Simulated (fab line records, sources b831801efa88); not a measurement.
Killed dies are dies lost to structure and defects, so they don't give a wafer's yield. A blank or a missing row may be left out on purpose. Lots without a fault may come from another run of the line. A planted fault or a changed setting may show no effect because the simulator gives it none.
A struck lot beside a sound one | flow sky130 | 18 steps out of a route of 708
Sound: wafers L228.3, L228.4. Struck: wafers L216.1, L216.2, L216.5. The cause comes at the end.
At each step with rows: each side's tool, then ch and its chambers, then its first start. Under that, the readings that differ: sound wafers | struck wafers | difference of the means | sigmas: that difference in standard deviations of wafers without a fault.
alike: readings whose means differ by less than 2 such deviations, and words and numbers that are the same on both sides. not compared: withheld readings, readings that some wafer has no value for, bounds like >300 that may hide the same value, and numbers for which the record gives no deviation and whose values overlap.
The two part at a step that has a row with sigmas, a row that says differs or no value, or rows on one side only. Numbers that don't overlap but have no deviation are shown without sigmas and don't part them. A reading that every wafer of one side lacks parts them only if that side has two wafers or more.

first, 5 steps without rows for these wafers: SKY_VIA4_COAT_06 (resist thk 1140 nm); SKY_VIA4_SOFTBAKE_07 (time 58.27 s); SKY_VIA4_EXPOSE_08 (exposes mask VIM4, target cd 800 nm); SKY_VIA4_PEB_09; SKY_VIA4_DEVELOP_10 (develop time 60 s).
SKY_VIA4_OVL_MEAS_11:
  sound on overlay-01, day 48 13:47; struck on overlay-02, day 44 14:31
  alike: VIA4_OVL
SKY_VIA4_ETCH_12: etches SiO2 in C4F8/O2/Ar, stops on TiN, target depth 580 nm.
  sound on rie_diel-01 ch 2,3, day 48 13:49; struck on rie_diel-04 ch 1,2,3, day 44 14:33
  alike: oes_product_au
SKY_VIA4_STRIP_13: strips in O2/N2.
  sound on plasma_asher-03 ch 0,1, day 48 13:55; struck on plasma_asher-04 ch 0,1, day 44 14:37
  alike: drypump_motor_current_A, oes_product_au, strip_time_to_endpoint_s
  not compared: rf_hours_counter_h
then, 3 steps without rows for these wafers: SKY_VIA4_STRIP_14 (strips in post etch residue remover, time 1200 s); SKY_VIA4_CLEAN_15 (cleans in IPA, time 180 s); SKY_VIA4_CLEAN_16 (cleans in O3/DIW).
SKY_VIA4_SPUTTER_17: material TiN, target thk 20 nm, time 80 s.
  sound on pvd_sputter-01, day 48 14:28; struck on pvd_sputter-03, day 44 15:13
  alike: throttle_valve_pct
SKY_VIA4_CVD_18: deposits W, target thk 505 nm, time 152.14 s.
  sound on cvd_w-02 ch 0,1, day 48 14:35; struck on cvd_w-02 ch 0,1, day 44 15:36
  alike: heater_power_w, susceptor_temp_C
  not compared: since_wet_clean_h
SKY_VIA4_RS_MEAS_19: measures by four-point-probe.
  sound on film_metro-01, day 48 14:44; struck on film_metro-02, day 44 15:45
  reading            | sound       | struck            | difference | sigmas
  VIA4_W_RS (ohm/sq) | 0.230 0.230 | 0.115 0.115 0.115 | -0.115     | -37
SKY_VIA4_THK_MEAS_20: measures by xrf.
  sound on film_metro-01, day 48 14:50; struck on film_metro-02, day 44 15:52
  reading         | sound   | struck | difference                    | sigmas
  VIA4_W_THK (nm) | 515 515 | - - -  | no value on the struck wafers |
SKY_VIA4_CMP_21: polishes, stops on SiO2, t overpolish 25 s, target thk 0 nm.
  sound on cmp-02 ch 0,1, day 48 16:19; struck on cmp-01 ch 0,2, day 44 16:31
  reading                | sound   | struck      | difference | sigmas
  time_to_endpoint_s (s) | 113 115 | 225 228 220 | +110       | +23
  alike: motor_current_A, overpolish_run_s
SKY_METAL5_SPUTTER_00: material Ti, target thk 15 nm, time 10 s.
  sound on pvd_sputter-04, day 48 16:34; struck on pvd_sputter-04, day 44 16:46
  alike: throttle_valve_pct
-- the record jumps here: 3 days lie between the struck wafers' starts before and after (it left off in module METAL5 and takes up again in module PAD_OPEN, whose first step shown is number 708 of the route) --
SKY_PAD_OPEN_PROBE_99:
  sound on prober-02, day 50 23:53; struck on prober-02, day 47 10:41
  alike: defect_limited_yield, killed_at_M0_to_M3, killed_at_M4_up, killed_at_contacts, killed_at_front_end, killed_at_other, killed_dies, killed_open, killed_short, sort_bin_3_pad_short, sort_bin_5_function, sort_bin_6_memory, sort_n_pass, sort_yield_pct

WHERE THEY PART
First at SKY_VIA4_RS_MEAS_19; last, within this record, at SKY_VIA4_CMP_21. Later steps at which nothing parts them and some readings are alike: SKY_METAL5_SPUTTER_00, SKY_PAD_OPEN_PROBE_99.

WHY: what the simulator had put in
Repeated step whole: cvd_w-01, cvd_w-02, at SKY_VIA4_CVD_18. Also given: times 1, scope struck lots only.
